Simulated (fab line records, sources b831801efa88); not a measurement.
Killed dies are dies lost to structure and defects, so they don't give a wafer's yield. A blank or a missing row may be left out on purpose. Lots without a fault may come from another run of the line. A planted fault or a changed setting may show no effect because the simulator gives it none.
fab line records | flow sky130
record lots=5 wafers=15 last_day=50
route steps=708 shown VT_ADJUST_PCH@146 SONOS_TUNNEL@154 PAD_OPEN@708
lots that met no fault: from a run of the same line without faults
start_h: hours from the record's first day to the start of the lot's first wafer shown | wait_h: hours since the lot's step before | " the same as in the row above | L1.1+2: a row that stands for several wafers | - no value, or no start given | * or withheld: withheld | < > ~ a bound
route shown NAME@n: a module of which the file shows steps, and the number in the route of the first | usual: mean/standard deviation of fault-free wafers | same: alike in all rows | chamber/n: place in a boat | sites: the reading at each site | _std_site: their standard deviation | _edge_site: outer sites' mean less inner sites' | radius_mm: how far each site lies from the wafer's centre | mask NAME#n: copy n | behind: the tool/chamber that last shaped the wafer | hold: why the lot was held/for how many hours/how that ended | device: the transistor (n, p or np) that didn't switch | end of line: the same wafers' tests at the end of the route | a step without rows: its recipe alone | killed: dies lost to structure and defects at the first sort, not the wafer's yield | map: a wafer's dies, x killed, . not, _ none there
set.NAME: the setting as run; set.NAME@STEP: as run at that earlier step | model.NAME: the simulator's own value behind a step, which no gauge read
lots at some steps of the route; a table a step, a row a wafer
services: from which hour (start_h, from the record's first day; less than 0 if before it) a tool's chamber was out of use, for how many hours, and why
## steps
# step SKY_VT_ADJUST_PCH_SOFTBAKE_03
# recipe temp_c=110 time_s=withheld
# step SKY_VT_ADJUST_PCH_EXPOSE_04
# recipe mask_id=NWM na=0.6 source_shape=conventional sigma_outer=0.6 polarization=unpolarized target_cd_nm=840 dose_mj=255
# step SKY_VT_ADJUST_PCH_PEB_05
# recipe temp_c=115 time_s=withheld
# step SKY_VT_ADJUST_PCH_DEVELOP_06
# recipe wall_angle_deg=90 developer=TMAH develop_time_s=60 dev_temp_c=23
# step SKY_VT_ADJUST_PCH_OVL_MEAS_07
# usual VT_ADJUST_PCH_OVL=-0.3/1.4
# columns lot.wafer tool chamber start_h wait_h VT_ADJUST_PCH_OVL[nm]
L759.1 overlay-02 - 237.56 - -0.4
L759.5 " - " " 0.1
L759.6 " - " " 0.5
L760.1 overlay-02 - 244.42 - -1.1
L760.3 " - " " -1.0
L760.4 " - " " -1.7
L770.2 overlay-02 - 338.77 - -1.1
L770.4 " - " " -2.0
L770.6 " - " " -1.7
L778.1 overlay-02 - 386.17 - -1.8
L778.3 " - " " -1.2
L778.5 " - " " -2.0
L779.2 overlay-02 - 398.92 - -1.5
L779.3 " - " " -1.6
L779.5 " - " " -0.8
# step SKY_VT_ADJUST_PCH_IMPLANT_08
# recipe species=B energy_kev=10 dose_cm2=5e+11 tilt_deg=withheld
# step SKY_VT_ADJUST_PCH_STRIP_09
# recipe chemistry=O2/N2 power_w=1400 pressure_mtorr=1500 platen_temp_c=withheld o2_flow_sccm=3000 n2_flow_sccm=300 overash_fraction=0.5
# usual drypump_motor_current_A=6.1/0.65 oes_product_au=0.722/0.0046 strip_time_to_endpoint_s=36.90/0.1
# columns lot.wafer tool chamber start_h wait_h drypump_motor_current_A oes_product_au rf_hours_counter_h strip_time_to_endpoint_s
L759.1 plasma_asher-02 0 237.75 0.1 5.8 0.722 57 36.71
L759.5 " 1 " " 5.6 0.722 - 36.74
L759.6 " 0 " " 5.7 0.717 - 36.81
L760.1 plasma_asher-01 1 244.60 0.1 6.3 0.724 13 36.88
L760.3 " 1 " " 6.2 0.722 - 36.87
L760.4 " 0 " " 4.7 0.717 - 36.91
L770.2 plasma_asher-02 1 338.95 0.1 5.7 0.724 67 36.88
L770.4 " 1 " " 5.7 0.725 - 36.89
L770.6 " 1 " " 5.7 0.726 - 36.87
L778.1 plasma_asher-04 0 386.36 0.1 6.6 0.720 55 36.87
L778.3 " 1 " " 6.7 0.724 - 36.96
L778.5 " 1 " " 6.7 0.727 - 36.99
L779.2 plasma_asher-02 1 399.10 0.1 5.7 0.720 73 37.05
L779.3 " 1 " " 5.7 0.724 - 37.09
L779.5 " 1 " " 5.6 0.720 - 37.01
# step SKY_VT_ADJUST_PCH_TW_MEAS_10
# usual VT_ADJUST_PCH_TW=141.9/1.8
# columns lot.wafer tool chamber start_h wait_h VT_ADJUST_PCH_TW
L759.1 film_metro-02 - 237.85 0.1 143.6
L759.5 " - " " 143.2
L759.6 " - " " 142.6
L760.1 film_metro-01 - 244.70 0.1 141.9
L760.3 " - " " 142.7
L760.4 " - " " 142.0
L770.2 film_metro-02 - 339.06 0.1 143.2
L770.4 " - " " 143.9
L770.6 " - " " 144.0
L778.1 film_metro-03 - 386.46 0.1 140.1
L778.3 " - " " 139.8
L778.5 " - " " 139.7
L779.2 film_metro-03 - 399.21 0.1 139.7
L779.3 " - " " 140.2
L779.5 " - " " 138.9
# step SKY_SONOS_TUNNEL_DEHYDRATE_00
# recipe temp_c=200 time_s=60
# step SKY_SONOS_TUNNEL_HMDS_01
# recipe prime_time_s=60 prime_temp_c=120
# step SKY_SONOS_TUNNEL_COAT_02
# recipe resist=NOVOLAK spin_rpm=3000 resist_thk_nm=1140
# step SKY_SONOS_TUNNEL_SOFTBAKE_03
# recipe temp_c=90 time_s=60 resist=NOVOLAK
# step SKY_SONOS_TUNNEL_EXPOSE_04
# recipe mask_id=TUNM na=0.6 source_shape=conventional sigma_outer=0.6 polarization=unpolarized target_cd_nm=410 dose_mj=136
# usual exposure_dose_mJ_cm2=135.98/0.12
# columns lot.wafer tool chamber start_h wait_h mask exposure_dose_mJ_cm2
L759.1 iline_stepper-01 0 249.61 - TUNM#0 136.01
L759.5 " 0 " " TUNM#0 136.20
L759.6 " 0 " " TUNM#0 136.08
L760.1 iline_stepper-02 0 257.08 - TUNM#0 135.92
L760.3 " 0 " " TUNM#0 136.04
L760.4 " 0 " " TUNM#0 136.17
L770.2 iline_stepper-02 0 352.03 - TUNM#0 134.47
L770.4 " 0 " " TUNM#0 134.28
L770.6 " 0 " " TUNM#0 134.22
L778.1 iline_stepper-01 0 400.36 - TUNM#0 136.18
L778.3 " 0 " " TUNM#0 136.09
L778.5 " 0 " " TUNM#0 135.98
L779.2 iline_stepper-01 0 413.34 - TUNM#0 136.02
L779.3 " 0 " " TUNM#0 136.09
L779.5 " 0 " " TUNM#0 136.09
# step SKY_SONOS_TUNNEL_PEB_05
# recipe temp_c=withheld time_s=* resist=NOVOLAK
# step SKY_SONOS_TUNNEL_DEVELOP_06
# recipe resist=NOVOLAK developer=TMAH develop_time_s=60 dev_temp_c=23
# step SKY_SONOS_TUNNEL_CD_MEAS_07
# recipe target_cd_nm=410
# usual cd_nm=410.1/2.1
# columns lot.wafer tool chamber start_h wait_h cd_nm
L759.1 cd_sem-02 - 261.61 0.1 406.5
L759.5 " - " " 406.8
L759.6 " - " " 406.3
L760.1 cd_sem-02 - 268.51 0.1 411.8
L760.3 " - " " 412.7
L760.4 " - " " 412.7
L770.2 cd_sem-01 - 366.28 0.1 421.9
L770.4 " - " " 416.0
L770.6 " - " " 412.1
L778.1 cd_sem-02 - 415.11 0.1 409.4
L778.3 " - " " 407.0
L778.5 " - " " 409.5
L779.2 cd_sem-02 - 428.79 0.1 410.0
L779.3 " - " " 409.2
L779.5 " - " " 407.4
# step SKY_SONOS_TUNNEL_OVL_MEAS_08
# usual SONOS_TUNNEL_OVL=0.4/1.2
# columns lot.wafer tool chamber start_h wait_h SONOS_TUNNEL_OVL[nm]
L759.1 overlay-01 - 261.73 0.1 1.2
L759.5 " - " " 0.4
L759.6 " - " " 0.0
L760.1 overlay-01 - 268.63 0.1 1.2
L760.3 " - " " 1.0
L760.4 " - " " 0.3
L770.2 overlay-01 - 366.38 0.1 -0.4
L770.4 " - " " -0.9
L770.6 " - " " -0.4
L778.1 overlay-01 - 415.23 0.1 2.7
L778.3 " - " " 1.8
L778.5 " - " " 1.3
L779.2 overlay-02 - 428.89 0.1 1.7
L779.3 " - " " 1.4
L779.5 " - " " 0.8
# step SKY_PAD_OPEN_PROBE_99
# usual killed_at_M0_to_M3=43/6.7 killed_at_M4_up=3.2/1.9 killed_at_contacts=24/5.9 killed_at_front_end=15/4.1 killed_at_other=0.3/0.56 killed_dies=86/9.5 killed_open=47/7.4 killed_short=39/5.5
# same gross_dies=492 killed_at_back_side=0
# columns lot.wafer tool chamber start_h wait_h killed_at_M0_to_M3 killed_at_M4_up killed_at_contacts killed_at_front_end killed_at_other killed_dies killed_open killed_short
L759.1 prober-01 - 1085.42 0.1 57 1 27 9 3 97 53 44
L759.5 prober-01 - 1085.62 0.2 39 2 34 20 1 96 61 35
L759.6 prober-01 - 1085.67 0.2 45 3 40 19 1 108 57 51
L760.1 prober-02 - 1090.93 0.1 39 2 22 12 0 75 44 31
L760.3 prober-02 - 1091.03 0.2 60 2 26 10 0 98 53 45
L760.4 prober-02 - 1091.08 0.2 29 5 30 14 1 79 45 34
L770.2 prober-02 - 1160.94 0.1 40 2 17 13 0 72 38 34
L770.4 prober-02 - 1161.04 0.2 45 4 27 20 0 96 46 50
L770.6 prober-02 - 1161.14 0.2 67 4 28 14 0 113 59 54
L778.1 prober-02 - 1186.87 0.1 46 1 22 10 0 79 40 39
L778.3 prober-02 - 1186.97 0.2 47 1 22 10 1 81 44 37
L778.5 prober-02 - 1187.07 0.2 46 2 32 12 1 93 48 45
L779.2 prober-01 - 1198.84 0.1 43 4 23 17 0 87 53 34
L779.3 prober-01 - 1198.89 0.2 58 1 20 15 1 95 64 31
L779.5 prober-01 - 1198.99 0.2 35 4 27 19 0 85 55 30
# killed by level:class
L759.1 VIA1:geometric_particle:open=14 VIA3:geometric_particle:open=10 METAL1:geometric_particle:short=8 METAL2:geometric_particle:short=8 LI_CONTACT:geometric_particle:short=7 CONTACT:geometric_particle:open=7 VIA1:geometric_particle:short=7 CONTACT:geometric_particle:short=4
L759.5 LI_CONTACT:geometric_particle:open=13 CONTACT:geometric_particle:open=12 FIELD_ISO:geometric_particle:open=9 VIA1:geometric_particle:open=8 METAL1:geometric_particle:short=7 VIA2:geometric_particle:open=5 VIA3:geometric_particle:open=5 METAL3:geometric_particle:short=4
L759.6 LI_CONTACT:geometric_particle:open=11 VIA1:geometric_particle:open=11 CONTACT:geometric_particle:open=10 LOCAL_INTERCONNECT:geometric_particle:short=9 VIA1:geometric_particle:short=8 VIA2:geometric_particle:open=7 METAL1:geometric_particle:short=6 VIA3:geometric_particle:open=5
L760.1 VIA1:geometric_particle:open=11 LI_CONTACT:geometric_particle:open=8 LOCAL_INTERCONNECT:geometric_particle:short=6 FIELD_ISO:geometric_particle:open=5 VIA2:geometric_particle:open=5 VIA1:geometric_particle:short=5 VIA3:geometric_particle:open=5 LI_CONTACT:geometric_particle:short=3
L760.3 VIA1:geometric_particle:open=16 LI_CONTACT:geometric_particle:open=13 VIA3:geometric_particle:open=10 METAL1:geometric_particle:short=8 LOCAL_INTERCONNECT:geometric_particle:short=7 VIA2:geometric_particle:short=6 VIA2:geometric_particle:open=6 VIA1:geometric_particle:short=5
L760.4 LI_CONTACT:geometric_particle:open=12 VIA3:geometric_particle:open=8 LOCAL_INTERCONNECT:geometric_particle:short=7 CONTACT:geometric_particle:open=6 FIELD_ISO:geometric_particle:short=5 VIA1:geometric_particle:open=5 LI_CONTACT:geometric_particle:short=4 METAL4:geometric_particle:short=4
L770.2 METAL1:geometric_particle:short=9 VIA1:geometric_particle:open=8 VIA2:geometric_particle:open=7 LI_CONTACT:geometric_particle:open=6 METAL2:geometric_particle:short=6 CONTACT:geometric_particle:open=5 VIA1:geometric_particle:short=4 FIELD_ISO:geometric_particle:open=3
L770.4 CONTACT:geometric_particle:open=12 METAL1:geometric_particle:short=8 VIA1:geometric_particle:open=8 FIELD_ISO:geometric_particle:open=7 LOCAL_INTERCONNECT:geometric_particle:short=7 FIELD_ISO:geometric_particle:short=6 VIA3:geometric_particle:open=6 VIA1:geometric_particle:short=4
L770.6 VIA1:geometric_particle:open=21 CONTACT:geometric_particle:open=12 METAL2:geometric_particle:short=7 METAL3:geometric_particle:short=7 VIA2:geometric_particle:open=7 POLY_GATE:geometric_particle:open=6 METAL1:geometric_particle:short=6 VIA1:geometric_particle:short=6
L778.1 VIA2:geometric_particle:short=8 LI_CONTACT:geometric_particle:open=8 METAL1:geometric_particle:short=8 VIA2:geometric_particle:open=7 CONTACT:geometric_particle:open=6 VIA1:geometric_particle:short=5 VIA1:geometric_particle:open=5 VIA3:geometric_particle:open=5
L778.3 VIA1:geometric_particle:open=10 VIA3:geometric_particle:open=10 CONTACT:geometric_particle:open=6 LI_CONTACT:geometric_particle:open=5 METAL1:geometric_particle:short=5 VIA1:geometric_particle:short=5 FIELD_ISO:geometric_particle:short=4 METAL2:geometric_particle:short=4
L778.5 LI_CONTACT:geometric_particle:open=11 METAL1:geometric_particle:short=8 VIA2:geometric_particle:open=8 CONTACT:geometric_particle:short=7 VIA1:geometric_particle:open=7 CONTACT:geometric_particle:open=6 POLY_GATE:geometric_particle:short=5 METAL3:geometric_particle:short=5
L779.2 VIA3:geometric_particle:open=10 CONTACT:geometric_particle:open=8 VIA1:geometric_particle:open=8 VIA2:geometric_particle:open=6 POLY_GATE:geometric_particle:open=5 LI_CONTACT:geometric_particle:open=5 FIELD_ISO:geometric_particle:open=4 FIELD_ISO:geometric_particle:short=4
L779.3 VIA1:geometric_particle:open=13 VIA2:geometric_particle:open=12 VIA3:geometric_particle:open=11 CONTACT:geometric_particle:open=10 METAL2:geometric_particle:short=6 SPACER:geometric_particle:short=4 FIELD_ISO:geometric_particle:open=3 FIELD_ISO:geometric_particle:short=3
L779.5 CONTACT:geometric_particle:open=12 VIA1:geometric_particle:open=10 FIELD_ISO:geometric_particle:open=9 LI_CONTACT:geometric_particle:open=8 VIA3:geometric_particle:open=5 CONTACT:geometric_particle:short=4 VIA1:geometric_particle:short=4 VIA2:geometric_particle:open=4
## services
# columns tool chamber start_h hours kind
iline_stepper-01 - 219.54 0.8 repair
iline_stepper-01 - 220.29 1.7 pm
iline_stepper-02 - 221.97 2.1 pm
iline_stepper-02 - 224.06 - consumable_replace:lamp
iline_stepper-01 - 255.27 8.5 repair
plasma_asher-01 - 261.59 1.9 repair
plasma_asher-02 - 294.00 2.8 pm
plasma_asher-04 - 326.82 1.9 repair
iline_stepper-02 - 362.96 8.2 repair
iline_stepper-02 - 377.30 1.7 pm
## key
first_sign step=SKY_SONOS_TUNNEL_EXPOSE_04 reading=exposure_dose_mJ_cm2 direction=down sigmas=13 usual=* struck=*
effect step=SKY_SONOS_TUNNEL_CD_MEAS_07 reading=cd_nm direction=up sigmas=3.2 usual=410.1 struck=416.7 wafers_moved=2 through=control_loop
met_at SKY_SONOS_TUNNEL_EXPOSE_04
struck_wafers L770.2,L770.4,L770.6
tester_left_out L770
loop_trim step=SKY_SONOS_TUNNEL_EXPOSE_04 setting=dose lots=L770
onset_between 257.08 352.03
fault kind=process_parameter_drift tool=iline_stepper-02 chamber=- onset_h=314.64 steps=SKY_SONOS_TUNNEL_EXPOSE_04 channel=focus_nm offset=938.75 spread_by_wafer=0.3 shape=step end_h=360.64
# tester_left_out: of these lots the tester's yield and bins aren't shown, on N5 and GAA mostly nor the transistor test; their killed dies are dies lost to structure and defects alone, not to doping, threshold or leakage, so they don't give the yield
# loop_trim: a control loop set the setting to another value than it would have without faults
